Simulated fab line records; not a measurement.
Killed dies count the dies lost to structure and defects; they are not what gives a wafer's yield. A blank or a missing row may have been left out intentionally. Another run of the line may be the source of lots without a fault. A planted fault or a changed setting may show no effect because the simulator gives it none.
Comparing a struck lot with a sound one -- flow sky130 -- 44 out of 708 route steps
Sound: the wafers L241.1, L241.2, L241.4. Wafers struck: L248.1, L248.3, L248.4. At the end, the cause is stated.
At each step with rows: each side's tool, then ch and its chambers, then its first start. Under that, the readings that differ: sound wafers -- struck wafers -- difference of the means -- sigmas: that difference in standard deviations of wafers without a fault.
alike: readings with means less than 2 such deviations apart, plus words and numbers identical on both sides. not compared: withheld readings, readings lacking a value on some wafer, bounds such as >300 that could conceal the same value, and numbers that have no deviation in the record and whose values overlap.
Wherever a step has rows on one side only, a row that says differs or no value, or a row with sigmas, the two part there. Non-overlapping numbers with no deviation appear without sigmas and do not part them. A reading missing from all wafers of one side parts the sides only when that side holds two or more wafers.

first, 2 steps without rows for these wafers: SKY_VIA3_CLEAN_18 (cleans in IPA, time 180 s); SKY_VIA3_CLEAN_19 (cleans in O3/DIW).
SKY_VIA3_SPUTTER_20: material TiN, target thk 20 nm, time 80 s.
  sound: pvdSputter-03 at day 43 05:26; struck: pvdSputter-02 at day 45 01:04
  alike: chamberPressurePa, throttleValvePct
then, 1 step without rows for these wafers: SKY_VIA3_CVD_21 (deposits W, target thk 390 nm, time 117.31 s).
SKY_VIA3_RS_MEAS_22: a four-point-probe measurement.
  sound: filmMetro-02 at day 43 05:37; struck: filmMetro-03 at day 45 01:14
  alike: VIA3_W_RS
SKY_VIA3_THK_MEAS_23: measures by xrf.
  sound: filmMetro-02 at day 43 05:44; struck: filmMetro-03 at day 45 01:22
  alike: VIA3_W_THK
then, 1 step without rows for these wafers: SKY_VIA3_CMP_24 (polishes, stops on SiO2, t overpolish 20 s, target thk 0 nm).
SKY_METAL4_SPUTTER_00: material Ti, target thk 15 nm, time 10 s.
  sound: pvdSputter-04 at day 43 06:06; struck: pvdSputter-02 at day 45 01:43
  alike: chamberPressurePa, throttleValvePct
SKY_METAL4_SPUTTER_01: material TiN, target thk 20 nm, time 16.7 s.
  sound: pvdSputter-04 at day 43 06:07; struck: pvdSputter-02 at day 45 01:45
  alike: chamberPressurePa, throttleValvePct
then, 3 steps without rows for these wafers: SKY_METAL4_SPUTTER_02 (material AlCu, target thk 735 nm, time 39.1 s); SKY_METAL4_SPUTTER_03 (material Ti, target thk 5 nm, time 3.3 s); SKY_METAL4_SPUTTER_04 (material TiN, target thk 70 nm, time 58.3 s).
SKY_CAP2M_CVD_00: deposits SiO2, target thk 15.5 nm.
  sound on pecvd-01 ch 0,1, day 43 06:15; struck on pecvd-01 ch 0,2, day 45 01:53
reading,sound,struck,difference,sigmas
model.SiO2_of_CAP2M_CVD_00.thkNm (nm),15.24 15.2 15.34,8.793 9.044 8.99,-6.318,
  alike: heaterPowerW
SKY_CAP2M_THK_MEAS_01:
  sound: filmMetro-02 at day 43 06:16; struck: filmMetro-03 at day 45 01:54
reading,sound,struck,difference,sigmas
CAP2M_CVD_00_THK (nm),15.27 15.20 15.37,8.78 9.08 8.96,-6.34,-26
SKY_CAP2M_SPUTTER_02: material TiN, target thk 200 nm, time 166.7 s.
  sound: pvdSputter-01 at day 43 06:20; struck: pvdSputter-01 at day 45 01:58
  alike: chamberPressurePa, throttleValvePct
SKY_CAP2M_RS_MEAS_03: a four-point-probe measurement.
  sound: filmMetro-01 at day 43 06:26; struck: filmMetro-01 at day 45 02:04
  alike: CAP2M_TIN_RS
SKY_CAP2M_THK_MEAS_04: measures by xrf.
  sound: filmMetro-01 at day 43 06:34; struck: filmMetro-01 at day 45 02:11
  alike: CAP2M_TIN_THK
then, 7 steps without rows for these wafers: SKY_CAP2M_DEHYDRATE_05 (time 60 s); SKY_CAP2M_HMDS_06 (prime time 60 s); SKY_CAP2M_COAT_07 (resist thk 1140 nm); SKY_CAP2M_SOFTBAKE_08 (time 60 s); SKY_CAP2M_EXPOSE_09 (exposes mask CAP2M, target cd 1000 nm); SKY_CAP2M_PEB_10; SKY_CAP2M_DEVELOP_11 (develop time 60 s).
SKY_CAP2M_OVL_MEAS_12:
  sound: overlay-02 at day 44 04:59; struck: overlay-01 at day 45 23:38
reading,sound,struck,difference,sigmas
CAP2M_OVL (nm),2.4 0.8 1.2,-2.1 -1.5 -1.1,-3.0,-2
then, 13 steps without rows for these wafers: SKY_CAP2M_METAL_ETCH_13 (etches TiN in Cl2/BCl3, stops on SiO2, target depth 220 nm, time 62.9 s); SKY_CAP2M_STRIP_14 (strips in O2/N2); SKY_CAP2M_STRIP_15 (strips in post etch residue remover, time 1200 s); SKY_CAP2M_CLEAN_16 (cleans in IPA, time 180 s); SKY_CAP2M_CLEAN_17 (cleans in O3/DIW); SKY_METAL4_DEHYDRATE_05 (time 60 s); SKY_METAL4_HMDS_06 (prime time 60 s); SKY_METAL4_COAT_07 (resist thk 60.65 nm); SKY_METAL4_COAT_08 (resist thk 1140 nm); SKY_METAL4_SOFTBAKE_09 (time 90 s); SKY_METAL4_EXPOSE_10 (exposes mask MM4, target cd 300 nm); SKY_METAL4_PEB_11; SKY_METAL4_DEVELOP_12 (develop time 60 s).
SKY_METAL4_CD_MEAS_13: the cd target is 300 nm.
  sound: cdSem-01 at day 45 02:53; struck: cdSem-02 at day 46 21:41
  alike: cdNm
SKY_METAL4_OVL_MEAS_14:
  sound: overlay-02 at day 45 03:00; struck: overlay-02 at day 46 21:48
  alike: METAL4_OVL
then, 1 step without rows for these wafers: SKY_METAL4_DESCUM_15 (chemistry O2, time 8 s).
SKY_METAL4_ETCH_16: etches BARC in N2/H2, stops on SiO2, time 88.2 s, target depth 60 nm.
  sound on rieMetal-02 ch 0,1, day 45 03:04; struck on rieMetal-02 ch 0,1, day 46 21:52
  alike: drypumpMotorCurrentA, oesProductAu, throttleValvePct
  not compared: rfHoursCounterH
SKY_METAL4_ETCH_17: etches SiO2 in C4F8/O2/Ar, stops on TiN, time 3.9 s, target depth 15 nm.
  sound on rieDiel-01 ch 0,1, day 45 03:10; struck on rieDiel-04 ch 0,2,3, day 46 21:58
reading,sound,struck,difference,sigmas
oesProductAu (a.u.),0.743 0.754 0.753,0.591 0.598 0.601,-0.153,-21
model.etch.depthNm (nm),15.24 15.2 15.34,8.793 9.044 8.99,-6.318,
  not compared: rfHoursCounterH
-- the record jumps here: 3 days lie between the struck wafers' starts before and after (it left off in module METAL4 and takes up again in module PAD_OPEN, whose first step shown is number 708 of the route) --
SKY_PAD_OPEN_PROBE_99:
  sound: prober-01 at day 48 17:42; struck: prober-02 at day 50 06:01
reading,sound,struck,difference,sigmas
model.etest.tester.sortNPass,396 406 412,0 0 0,-405,
model.etest.tester.sort_bin_5_pct (%),12.4 10.98 8.333,91.46 94.31 91.87,+81.98,
model.etest.tester.sortYieldPct (%),80.49 82.52 83.74,0 0 0,-82,
model.etest.capMim2.bvV (V),13.3 13.44 13.21,7.888 8.105 7.895,-5.354,
model.etest.capMim2.leakLog10ACm2,-8.673 -9.072 -8.997,-5.894 -6.016 -6.085,+2.916,
model.etest.capMim2.cFfUm2,2.363 2.387 2.382,4.129 4.029 4.04,+1.689,
model.etest.tester.sort_bin_4_pct (%),0 0 0,6.298e-06 2.108e-07 5.725e-06,+4.078e-06,
model.etest.tester.sort_bin_8_pct (%),0 0 0,1.245e-28 1.828e-23 4.216e-26,+6.107e-24,
  alike: defectLimitedYield, killed_at_M0_to_M3, killed_at_M4_up, killedAtContacts, killedAtFrontEnd, killedAtOther, killedDies, killedOpen, killedShort

## WHERE THEY PART
At SKY_CAP2M_THK_MEAS_01 first; at SKY_METAL4_ETCH_17 last (within this record only). Later steps at which nothing parts them and some readings are alike: SKY_PAD_OPEN_PROBE_99.

WHY: whatever the simulator had introduced
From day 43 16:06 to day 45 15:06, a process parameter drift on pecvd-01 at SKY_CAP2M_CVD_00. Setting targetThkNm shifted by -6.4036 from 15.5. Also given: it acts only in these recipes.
